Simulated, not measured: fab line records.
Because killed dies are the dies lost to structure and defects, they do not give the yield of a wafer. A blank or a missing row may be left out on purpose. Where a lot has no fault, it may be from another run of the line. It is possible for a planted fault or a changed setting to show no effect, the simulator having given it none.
Which of the tools did it? :: flow sky130 :: 33 wafers from 11 lots sampled at 5 of the route's 708 steps

WHAT EACH GAUGE READ, for each wafer
SKY_SD_N_RS_MEAS_16: measures by four-point-probe.
lot: L811
measured: day 27 16:07
on: film-metro-04
SD_N_RS (ohm/sq): 68.45 68.42 68.39

lot: L812
measured: day 27 22:29
on: film-metro-02
SD_N_RS (ohm/sq): 68.52 68.58 68.62

lot: L813
measured: day 28 01:16
on: film-metro-03
SD_N_RS (ohm/sq): 68.69 68.59 68.73

lot: L814
measured: day 28 14:20
on: film-metro-04
SD_N_RS (ohm/sq): 68.46 68.53 68.41

lot: L815
measured: day 28 22:23
on: film-metro-04
SD_N_RS (ohm/sq): 68.71 68.51 68.45

lot: L816
measured: day 29 14:21
on: film-metro-03
SD_N_RS (ohm/sq): 68.51 68.39 68.39

lot: L825
measured: day 32 08:42
on: film-metro-04
SD_N_RS (ohm/sq): 70.50 70.62 70.55

lot: L826
measured: day 32 19:56
on: film-metro-02
SD_N_RS (ohm/sq): 70.79 70.73 70.64

lot: L831
measured: day 35 18:58
on: film-metro-02
SD_N_RS (ohm/sq): 68.68 68.55 68.45

lot: L832
measured: day 35 19:44
on: film-metro-03
SD_N_RS (ohm/sq): 68.64 68.59 68.48

lot: L833
measured: day 36 02:01
on: film-metro-03
SD_N_RS (ohm/sq): 68.46 68.66 68.56

SKY_SD_N_RS_MEAS_17: measures by four-point-probe.
lot: L811
measured: day 27 16:14
on: film-metro-04
SD_P_RS (ohm/sq): 148.1 147.9 148.0

lot: L812
measured: day 27 22:37
on: film-metro-02
SD_P_RS (ohm/sq): 148.5 148.5 148.0

lot: L813
measured: day 28 01:23
on: film-metro-03
SD_P_RS (ohm/sq): 148.6 148.6 149.0

lot: L814
measured: day 28 14:28
on: film-metro-04
SD_P_RS (ohm/sq): 147.8 148.0 147.7

lot: L815
measured: day 28 22:30
on: film-metro-04
SD_P_RS (ohm/sq): 148.4 147.8 147.8

lot: L816
measured: day 29 14:28
on: film-metro-03
SD_P_RS (ohm/sq): 148.4 147.7 148.0

lot: L825
measured: day 32 08:49
on: film-metro-04
SD_P_RS (ohm/sq): 160.6 160.6 160.3

lot: L826
measured: day 32 20:04
on: film-metro-02
SD_P_RS (ohm/sq): 160.6 160.8 160.4

lot: L831
measured: day 35 19:05
on: film-metro-02
SD_P_RS (ohm/sq): 148.6 148.1 148.7

lot: L832
measured: day 35 19:51
on: film-metro-03
SD_P_RS (ohm/sq): 148.9 148.6 148.3

lot: L833
measured: day 36 02:08
on: film-metro-03
SD_P_RS (ohm/sq): 148.0 148.4 148.3

EACH LOT AND THE TOOL THAT RAN IT (in order: tool; ch and the chambers of the sampled wafers; start)
lot: L811
SKY_SPACER_ETCHBACK_02: rie-diel-04 ch 0,1, day 22 15:19
SKY_POLY_CUT_ETCH_10: rie-diel-04 ch 1,2,3, day 23 20:59
SKY_SD_N_RTA_14: rtp-anneal-02 ch 0, day 27 15:56

lot: L812
SKY_SPACER_ETCHBACK_02: rie-diel-01 ch 1,2,3, day 22 22:35
SKY_POLY_CUT_ETCH_10: rie-diel-04 ch 0,1,2, day 24 04:53
SKY_SD_N_RTA_14: rtp-anneal-01 ch 0, day 27 22:17

lot: L813
SKY_SPACER_ETCHBACK_02: rie-diel-01 ch 1,2, day 23 03:17
SKY_POLY_CUT_ETCH_10: rie-diel-01 ch 2,3, day 24 08:53
SKY_SD_N_RTA_14: rtp-anneal-02 ch 0, day 28 01:05

lot: L814
SKY_SPACER_ETCHBACK_02: rie-diel-04 ch 0,1, day 23 16:09
SKY_POLY_CUT_ETCH_10: rie-diel-04 ch 1,2,3, day 24 21:56
SKY_SD_N_RTA_14: rtp-anneal-01 ch 0, day 28 14:10

lot: L815
SKY_SPACER_ETCHBACK_02: rie-diel-01 ch 1,2, day 24 00:59
SKY_POLY_CUT_ETCH_10: rie-diel-04 ch 0,1,2, day 25 06:50
SKY_SD_N_RTA_14: rtp-anneal-02 ch 0, day 28 22:12

lot: L816
SKY_SPACER_ETCHBACK_02: rie-diel-02 ch 1,2,3, day 24 17:52
SKY_POLY_CUT_ETCH_10: rie-diel-03 ch 2,3, day 25 23:56
SKY_SD_N_RTA_14: rtp-anneal-01 ch 0, day 29 14:10

lot: L825
SKY_SPACER_ETCHBACK_02: rie-diel-01 ch 0,1,2, day 27 15:44
SKY_POLY_CUT_ETCH_10: rie-diel-03 ch 0,1,2, day 28 20:23
SKY_SD_N_RTA_14: rtp-anneal-01 ch 0, day 32 08:31

lot: L826
SKY_SPACER_ETCHBACK_02: rie-diel-02 ch 2,3, day 28 03:00
SKY_POLY_CUT_ETCH_10: rie-diel-04 ch 0,2,3, day 29 07:47
SKY_SD_N_RTA_14: rtp-anneal-01 ch 0, day 32 19:46

lot: L831
SKY_SPACER_ETCHBACK_02: rie-diel-02 ch 0,3, day 31 06:37
SKY_POLY_CUT_ETCH_10: rie-diel-04 ch 1,3, day 32 09:56
SKY_SD_N_RTA_14: rtp-anneal-02 ch 0, day 35 18:46

lot: L832
SKY_SPACER_ETCHBACK_02: rie-diel-01 ch 1,2,3, day 31 07:54
SKY_POLY_CUT_ETCH_10: rie-diel-01 ch 0,1,2, day 32 11:17
SKY_SD_N_RTA_14: rtp-anneal-02 ch 0, day 35 19:33

lot: L833
SKY_SPACER_ETCHBACK_02: rie-diel-01 ch 0,1,3, day 31 14:37
SKY_POLY_CUT_ETCH_10: rie-diel-03 ch 1,2,3, day 32 17:53
SKY_SD_N_RTA_14: rtp-anneal-02 ch 0, day 36 01:47
- SKY_SPACER_ETCHBACK_02: etches Si3N4 in CH3F/O2, stops on SiO2, time 46.7 s, target depth 45 nm.
- SKY_POLY_CUT_ETCH_10: etches BARC in N2/H2, stops on SiO2, time 45.9 s, target depth 60 nm.
- SKY_SD_N_RTA_14: time 2 s.

AS READ BY THE TOOLS THEMSELVES (means over the sampled wafers that have a number; for cases with no such wafer, the mark the record gives instead)
SKY_SPACER_ETCHBACK_02.
lot: L811
tool: rie-diel-04
drypump-motor-current-A (A): 5.7
oes-product-au (a.u.): 0.846
throttle-valve-pct (%): 10.564

lot: L812
tool: rie-diel-01
drypump-motor-current-A (A): 5.7
oes-product-au (a.u.): 0.864
throttle-valve-pct (%): 10.558

lot: L813
tool: rie-diel-01
drypump-motor-current-A (A): 5.7
oes-product-au (a.u.): 0.852
throttle-valve-pct (%): 10.561

lot: L814
tool: rie-diel-04
drypump-motor-current-A (A): 5.7
oes-product-au (a.u.): 0.854
throttle-valve-pct (%): 10.559

lot: L815
tool: rie-diel-01
drypump-motor-current-A (A): 5.6
oes-product-au (a.u.): 0.856
throttle-valve-pct (%): 10.561

lot: L816
tool: rie-diel-02
drypump-motor-current-A (A): 5.7
oes-product-au (a.u.): 0.851
throttle-valve-pct (%): 10.564

lot: L825
tool: rie-diel-01
drypump-motor-current-A (A): 5.9
oes-product-au (a.u.): 0.849
throttle-valve-pct (%): 10.562

lot: L826
tool: rie-diel-02
drypump-motor-current-A (A): 5.5
oes-product-au (a.u.): 0.847
throttle-valve-pct (%): 10.567

lot: L831
tool: rie-diel-02
drypump-motor-current-A (A): 5.2
oes-product-au (a.u.): 0.850
throttle-valve-pct (%): 10.563

lot: L832
tool: rie-diel-01
drypump-motor-current-A (A): 5.6
oes-product-au (a.u.): 0.862
throttle-valve-pct (%): 10.565

lot: L833
tool: rie-diel-01
drypump-motor-current-A (A): 5.9
oes-product-au (a.u.): 0.858
throttle-valve-pct (%): 10.562

SKY_POLY_CUT_ETCH_10.
lot: L811
tool: rie-diel-04
drypump-motor-current-A (A): 5.76
oes-product-au (a.u.): 0.858
throttle-valve-pct (%): 13.221

lot: L812
tool: rie-diel-04
drypump-motor-current-A (A): 5.83
oes-product-au (a.u.): 0.858
throttle-valve-pct (%): 13.225

lot: L813
tool: rie-diel-01
drypump-motor-current-A (A): 5.66
oes-product-au (a.u.): 0.856
throttle-valve-pct (%): 13.220

lot: L814
tool: rie-diel-04
drypump-motor-current-A (A): 5.75
oes-product-au (a.u.): 0.855
throttle-valve-pct (%): 13.227

lot: L815
tool: rie-diel-04
drypump-motor-current-A (A): 5.82
oes-product-au (a.u.): 0.856
throttle-valve-pct (%): 13.225

lot: L816
tool: rie-diel-03
drypump-motor-current-A (A): 5.77
oes-product-au (a.u.): 0.855
throttle-valve-pct (%): 13.230

lot: L825
tool: rie-diel-03
drypump-motor-current-A (A): 5.94
oes-product-au (a.u.): 0.856
throttle-valve-pct (%): 13.214

lot: L826
tool: rie-diel-04
drypump-motor-current-A (A): 5.76
oes-product-au (a.u.): 0.854
throttle-valve-pct (%): 13.227

lot: L831
tool: rie-diel-04
drypump-motor-current-A (A): 5.65
oes-product-au (a.u.): 0.854
throttle-valve-pct (%): 13.220

lot: L832
tool: rie-diel-01
drypump-motor-current-A (A): 5.89
oes-product-au (a.u.): 0.855
throttle-valve-pct (%): 13.215

lot: L833
tool: rie-diel-03
drypump-motor-current-A (A): 5.95
oes-product-au (a.u.): 0.856
throttle-valve-pct (%): 13.225

SKY_SD_N_RTA_14.
lot: L811
tool: rtp-anneal-02
lamp-power-pct (%): 15.70
wafer_temp_C_max: 1078.5

lot: L812
tool: rtp-anneal-01
lamp-power-pct (%): 15.74
wafer_temp_C_max: 1077.1

lot: L813
tool: rtp-anneal-02
lamp-power-pct (%): 15.69
wafer_temp_C_max: 1078.5

lot: L814
tool: rtp-anneal-01
lamp-power-pct (%): 15.72
wafer_temp_C_max: 1078.9

lot: L815
tool: rtp-anneal-02
lamp-power-pct (%): 15.72
wafer_temp_C_max: 1077.8

lot: L816
tool: rtp-anneal-01
lamp-power-pct (%): 15.69
wafer_temp_C_max: 1079.6

lot: L825
tool: rtp-anneal-01
lamp-power-pct (%): 15.21
wafer_temp_C_max: 1078.6

lot: L826
tool: rtp-anneal-01
lamp-power-pct (%): 15.24
wafer_temp_C_max: 1076.3

lot: L831
tool: rtp-anneal-02
lamp-power-pct (%): 15.76
wafer_temp_C_max: 1078.5

lot: L832
tool: rtp-anneal-02
lamp-power-pct (%): 15.76
wafer_temp_C_max: 1078.6

lot: L833
tool: rtp-anneal-02
lamp-power-pct (%): 15.72
wafer_temp_C_max: 1076.7

THE ANSWER, worked out from the rows above alone
Rule: the lots themselves supply what counts as usual. Put in order of their means at a reading, lots are off if they are a third of the lots or fewer, leave a main group of 4 or more, and stand apart from it by a gap of 3 or more times the standard deviation of the main group's means; of several such gaps the widest counts. If all means in a main group match to the digits the tables above print for the reading, that group is not used. A lot without any number at a reading at which 4 lots or more have one is off too. The other lots that the step has rows for count as sound. Order of review: gauges by route order, followed by the tools' own readings, for which a lot's mean as printed above is used. At the first step where some lot is off, the reading lying furthest off is the one used; lots without a number count as furthest.
Off: L825, L826, at SKY_SD_N_RS_MEAS_16 (SD_N_RS). For the main group the mean is 68.53 ohm/sq and the standard deviation 0.076.
A tool fits if, at a process step before that reading, it ran every lot that is off, and no sound lot after the first of them. Not tried: the gauges at SKY_SD_N_RS_MEAS_16; whatever is off there is also off at SKY_SD_N_RTA_14, on other tools, and gauge error can't account for it. One candidate fits, namely rtp-anneal-01 at SKY_SD_N_RTA_14. Its last sound lot is L816 (day 29 14:10), its first lot that is off L825 (day 32 08:31): a fault that began between those two fits.
The tool's own readings at SKY_SD_N_RTA_14 bear it out: on the lots that are off they differ by more than 5 times the standard deviation of the sound lots' means. lamp-power-pct reads 15.23 % there against 15.72 % on the sound lots.

WHAT THE SIMULATOR PUT IN
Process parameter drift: rtp-anneal-01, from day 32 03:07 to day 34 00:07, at SKY_SD_N_RTA_14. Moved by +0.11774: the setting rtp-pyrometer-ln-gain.
Lots struck among those shown: L825, L826. The rule above reached the same finding.
